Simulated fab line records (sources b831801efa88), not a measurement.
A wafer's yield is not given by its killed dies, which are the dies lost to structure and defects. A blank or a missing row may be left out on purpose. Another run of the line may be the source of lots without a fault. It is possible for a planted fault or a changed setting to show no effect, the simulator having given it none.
Which of the tools did it? / flow gf180mcu / 14 lots with 42 wafers sampled at 4 steps, on a route of 602 steps

## WHAT THE GAUGES READ, wafer by wafer
GF_M1_RS_MEAS_05: measurement is done with a four-point probe.
lot=L853; measured=day 16 12:41; on=film-metro-03; M1_ALCU_RS (ohm/sq)=0.0712 0.0707 0.0709
lot=L854; measured=day 16 18:15; on=film-metro-02; M1_ALCU_RS (ohm/sq)=0.0695 0.0692 0.0689
lot=L855; measured=day 17 08:09; on=film-metro-03; M1_ALCU_RS (ohm/sq)=0.0703 0.0697 0.0698
lot=L856; measured=day 17 22:13; on=film-metro-03; M1_ALCU_RS (ohm/sq)=0.0698 0.0706 0.0699
lot=L857; measured=day 17 23:42; on=film-metro-04; M1_ALCU_RS (ohm/sq)=0.0690 0.0684 0.0684
lot=L860; measured=day 19 06:36; on=film-metro-03; M1_ALCU_RS (ohm/sq)=0.0685 0.0686 0.0691
lot=L868; measured=day 22 03:41; on=film-metro-02; M1_ALCU_RS (ohm/sq)=0.0684 0.0701 0.0693
lot=L870; measured=day 22 20:39; on=film-metro-03; M1_ALCU_RS (ohm/sq)=0.0698 0.0705 0.0696
lot=L869; measured=day 22 21:16; on=film-metro-02; M1_ALCU_RS (ohm/sq)=0.0710 0.0700 0.0699
lot=L871; measured=day 23 04:54; on=film-metro-03; M1_ALCU_RS (ohm/sq)=0.0692 0.0695 0.0691
lot=L872; measured=day 23 15:46; on=film-metro-02; M1_ALCU_RS (ohm/sq)=0.0684 0.0682 0.0686
lot=L874; measured=day 24 02:29; on=film-metro-04; M1_ALCU_RS (ohm/sq)=0.0685 0.0698 0.0687

GF_M1_THK_MEAS_06: measures by xrf.
lot=L853; measured=day 16 12:47; on=film-metro-03; M1_ALCU_THK (nm)=428 435 434
lot=L854; measured=day 16 18:22; on=film-metro-02; M1_ALCU_THK (nm)=445 443 446
lot=L855; measured=day 17 08:16; on=film-metro-03; M1_ALCU_THK (nm)=439 442 441
lot=L856; measured=day 17 22:20; on=film-metro-03; M1_ALCU_THK (nm)=441 438 442
lot=L857; measured=day 17 23:49; on=film-metro-04; M1_ALCU_THK (nm)=447 454 453
lot=L860; measured=day 19 06:43; on=film-metro-03; M1_ALCU_THK (nm)=449 446 447
lot=L868; measured=day 22 03:47; on=film-metro-02; M1_ALCU_THK (nm)=453 438 447
lot=L870; measured=day 22 20:46; on=film-metro-03; M1_ALCU_THK (nm)=440 436 443
lot=L869; measured=day 22 21:22; on=film-metro-02; M1_ALCU_THK (nm)=433 441 438
lot=L871; measured=day 23 05:01; on=film-metro-03; M1_ALCU_THK (nm)=446 443 448
lot=L872; measured=day 23 15:53; on=film-metro-02; M1_ALCU_THK (nm)=452 451 450
lot=L874; measured=day 24 02:35; on=film-metro-04; M1_ALCU_THK (nm)=449 443 448

## TOOL THAT RAN EACH LOT (tool first, then ch and the chambers of the sampled wafers, then the start)
lot=L853; GF_CONTACT_CMP_27=cmp-02 ch 0,1, day 16 12:11; GF_M1_SPUTTER_04=pvd-sputter-03, day 16 12:37
lot=L854; GF_CONTACT_CMP_27=cmp-02 ch 0,2,3, day 16 17:43; GF_M1_SPUTTER_04=pvd-sputter-04, day 16 18:11
lot=L855; GF_CONTACT_CMP_27=cmp-01 ch 0,2,3, day 17 07:41; GF_M1_SPUTTER_04=pvd-sputter-03, day 17 08:07
lot=L856; GF_CONTACT_CMP_27=cmp-02 ch 1,2, day 17 21:41; GF_M1_SPUTTER_04=pvd-sputter-03, day 17 22:10
lot=L857; GF_CONTACT_CMP_27=cmp-02 ch 0,1, day 17 23:10; GF_M1_SPUTTER_04=pvd-sputter-04, day 17 23:38
lot=L858; GF_CONTACT_CMP_27=cmp-02 ch 0,1,2, day 18 05:14; GF_M1_SPUTTER_04=-
lot=L859; GF_CONTACT_CMP_27=cmp-02 ch 1,2,3, day 19 01:34; GF_M1_SPUTTER_04=-
lot=L860; GF_CONTACT_CMP_27=cmp-01 ch 0,2, day 19 06:05; GF_M1_SPUTTER_04=pvd-sputter-04, day 19 06:34
lot=L868; GF_CONTACT_CMP_27=cmp-01 ch 0,1, day 22 03:08; GF_M1_SPUTTER_04=pvd-sputter-01, day 22 03:37
lot=L870; GF_CONTACT_CMP_27=cmp-02 ch 0,2, day 22 20:10; GF_M1_SPUTTER_04=pvd-sputter-03, day 22 20:35
lot=L869; GF_CONTACT_CMP_27=cmp-02 ch 0,2,3, day 22 20:43; GF_M1_SPUTTER_04=pvd-sputter-01, day 22 21:11
lot=L871; GF_CONTACT_CMP_27=cmp-02 ch 2,3, day 23 04:23; GF_M1_SPUTTER_04=pvd-sputter-03, day 23 04:52
lot=L872; GF_CONTACT_CMP_27=cmp-02 ch 0,1,2, day 23 15:20; GF_M1_SPUTTER_04=pvd-sputter-04, day 23 15:43
lot=L874; GF_CONTACT_CMP_27=cmp-02 ch 0,1,2, day 24 02:02; GF_M1_SPUTTER_04=pvd-sputter-04, day 24 02:25
- GF_CONTACT_CMP_27: polishes, stops on SiO2, t overpolish 15 s, target thk 0 nm.
- GF_M1_SPUTTER_04: material TiN, target thk 50 nm, time 41.7 s.

## WHAT THE TOOLS THEMSELVES READ (means of the sampled wafers that have a number; where no wafer has one, the mark that the record gives instead)
GF_CONTACT_CMP_27.
lot=L853; tool=cmp-02; head-pressure-psi (psi)=3.499; motor-current-A (A)=9.8; overpolish-run-s (s)=15.002; time-to-endpoint-s (s)=73
lot=L854; tool=cmp-02; head-pressure-psi (psi)=3.505; motor-current-A (A)=11.5; overpolish-run-s (s)=14.994; time-to-endpoint-s (s)=69
lot=L855; tool=cmp-01; head-pressure-psi (psi)=3.497; motor-current-A (A)=11.0; overpolish-run-s (s)=15.013; time-to-endpoint-s (s)=72
lot=L856; tool=cmp-02; head-pressure-psi (psi)=3.494; motor-current-A (A)=10.1; overpolish-run-s (s)=15.005; time-to-endpoint-s (s)=79
lot=L857; tool=cmp-02; head-pressure-psi (psi)=3.494; motor-current-A (A)=9.4; overpolish-run-s (s)=14.994; time-to-endpoint-s (s)=76
lot=L858; tool=cmp-02; head-pressure-psi (psi)=3.504; motor-current-A (A)=10.8; overpolish-run-s (s)=0.038; time-to-endpoint-s (s)=112
lot=L859; tool=cmp-02; head-pressure-psi (psi)=3.498; motor-current-A (A)=11.2; overpolish-run-s (s)=0.045; time-to-endpoint-s (s)=114
lot=L860; tool=cmp-01; head-pressure-psi (psi)=3.492; motor-current-A (A)=11.5; overpolish-run-s (s)=15.003; time-to-endpoint-s (s)=73
lot=L868; tool=cmp-01; head-pressure-psi (psi)=3.494; motor-current-A (A)=10.7; overpolish-run-s (s)=15.001; time-to-endpoint-s (s)=79
lot=L870; tool=cmp-02; head-pressure-psi (psi)=3.498; motor-current-A (A)=12.0; overpolish-run-s (s)=15.004; time-to-endpoint-s (s)=73
lot=L869; tool=cmp-02; head-pressure-psi (psi)=3.503; motor-current-A (A)=11.8; overpolish-run-s (s)=15.002; time-to-endpoint-s (s)=73
lot=L871; tool=cmp-02; head-pressure-psi (psi)=3.501; motor-current-A (A)=12.4; overpolish-run-s (s)=15.003; time-to-endpoint-s (s)=70
lot=L872; tool=cmp-02; head-pressure-psi (psi)=3.501; motor-current-A (A)=10.9; overpolish-run-s (s)=15.003; time-to-endpoint-s (s)=76
lot=L874; tool=cmp-02; head-pressure-psi (psi)=3.501; motor-current-A (A)=10.7; overpolish-run-s (s)=14.993; time-to-endpoint-s (s)=75

GF_M1_SPUTTER_04.
lot=L853; tool=pvd-sputter-03; throttle-valve-pct (%)=30.1
lot=L854; tool=pvd-sputter-04; throttle-valve-pct (%)=30.0
lot=L855; tool=pvd-sputter-03; throttle-valve-pct (%)=30.2
lot=L856; tool=pvd-sputter-03; throttle-valve-pct (%)=30.4
lot=L857; tool=pvd-sputter-04; throttle-valve-pct (%)=29.6
lot=L860; tool=pvd-sputter-04; throttle-valve-pct (%)=30.8
lot=L868; tool=pvd-sputter-01; throttle-valve-pct (%)=30.7
lot=L870; tool=pvd-sputter-03; throttle-valve-pct (%)=30.9
lot=L869; tool=pvd-sputter-01; throttle-valve-pct (%)=30.0
lot=L871; tool=pvd-sputter-03; throttle-valve-pct (%)=31.2
lot=L872; tool=pvd-sputter-04; throttle-valve-pct (%)=31.0
lot=L874; tool=pvd-sputter-04; throttle-valve-pct (%)=30.2

## THE ANSWER, worked out from the rows above alone
Rule: the lots themselves supply what counts as usual. The widest of any qualifying gaps counts: lots, ordered by their means at a reading, are off when they make up no more than a third of the lots, leave a main group of 4 or more, and stand apart from it by 3 or more times the standard deviation of that group's means. The tables above print the reading to a certain number of digits; a main group whose means all agree to those digits is not used. A lot without any number at a reading at which 4 lots or more have one is off too. Where the step has rows for the other lots, those lots are counted as sound. Order of review: gauges by route order, followed by the tools' own readings, for which a lot's mean as printed above is used. At the first step where some lot is off, the reading lying furthest off is the one used; lots without a number count as furthest.
Off: L858, L859, at GF_CONTACT_CMP_27 (overpolish-run-s). The main group has a mean of 15.001 s with a standard deviation of 0.0053.
If a tool, at that step or one of the process steps before it, ran each lot that is off and ran no sound lot following the first of them, it fits. Not one of the candidates tried fits.

## WHAT THE SIMULATOR HAD PUT IN
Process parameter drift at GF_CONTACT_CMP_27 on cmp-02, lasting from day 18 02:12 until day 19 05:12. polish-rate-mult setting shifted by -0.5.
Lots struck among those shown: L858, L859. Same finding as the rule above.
